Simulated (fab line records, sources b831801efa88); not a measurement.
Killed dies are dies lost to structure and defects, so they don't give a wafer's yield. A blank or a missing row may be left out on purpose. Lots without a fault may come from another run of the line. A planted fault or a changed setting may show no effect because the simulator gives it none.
Which tool did it? | flow gf180mcu | 14 lots, 42 wafers sampled, at 1 step of a route of 602

WHAT THE GAUGES READ, wafer by wafer
GF_DNWELL_TW_MEAS_09. Usual: DNWELL_TW 1338, standard deviation 11.
lot  | measured    | on            | DNWELL_TW      | flag
L744 | day 3 06:16 | film_metro-02 | 1357 1352 1361 |
L745 | day 3 10:04 | film_metro-02 | 1348 1345 1355 |
L746 | day 3 15:19 | film_metro-03 | 1345 1335 1341 |
L747 | day 3 21:46 | film_metro-01 | 1339 1339 1342 |
L748 | day 4 01:07 | film_metro-02 | 1346 1355 1354 |
L749 | day 4 09:28 | film_metro-01 | 1327 1327 1338 |
L750 | day 4 12:47 | film_metro-01 | 1332 1339 1327 |
L751 | day 4 17:25 | film_metro-02 | 1344 1351 1342 |
L752 | day 5 01:05 | film_metro-01 | 1340 1337 1343 |
L753 | day 5 04:43 | film_metro-03 | 1312 1320 1327 |
L754 | day 5 10:35 | film_metro-01 | 1315 1318 1316 |
L756 | day 5 20:02 | film_metro-01 | 1336 1332 1328 |
L757 | day 6 01:26 | film_metro-03 | 1331 1338 1335 |
L758 | day 6 07:19 | film_metro-01 | 1336 1333 1338 |

WHICH TOOL RAN EACH LOT (tool, then ch and the chambers of the sampled wafers, then the start)
The record holds no process step before these readings.

WHAT THE TOOLS THEMSELVES READ (means of the sampled wafers that have a number; where no wafer has one, the mark that the record gives instead)
The record holds no such reading with a usual standard deviation.

THE ANSWER, worked out from the rows above alone
Rule: a lot is off if the mean of its wafers that have a number lies more than 3 standard deviations from the usual mean. A lot without any number at a reading at which 4 lots or more have one is off too. The other lots that the step has rows for count as sound. The gauges are gone through in route order, then the tools' own readings, and for those a lot's mean is taken as printed above. The first step at which some lot is off is used, and at that step the reading that is off furthest; a lot without a number counts as furthest.
No lot is off at any reading shown: from this, nothing can be told.

WHAT THE SIMULATOR HAD PUT IN
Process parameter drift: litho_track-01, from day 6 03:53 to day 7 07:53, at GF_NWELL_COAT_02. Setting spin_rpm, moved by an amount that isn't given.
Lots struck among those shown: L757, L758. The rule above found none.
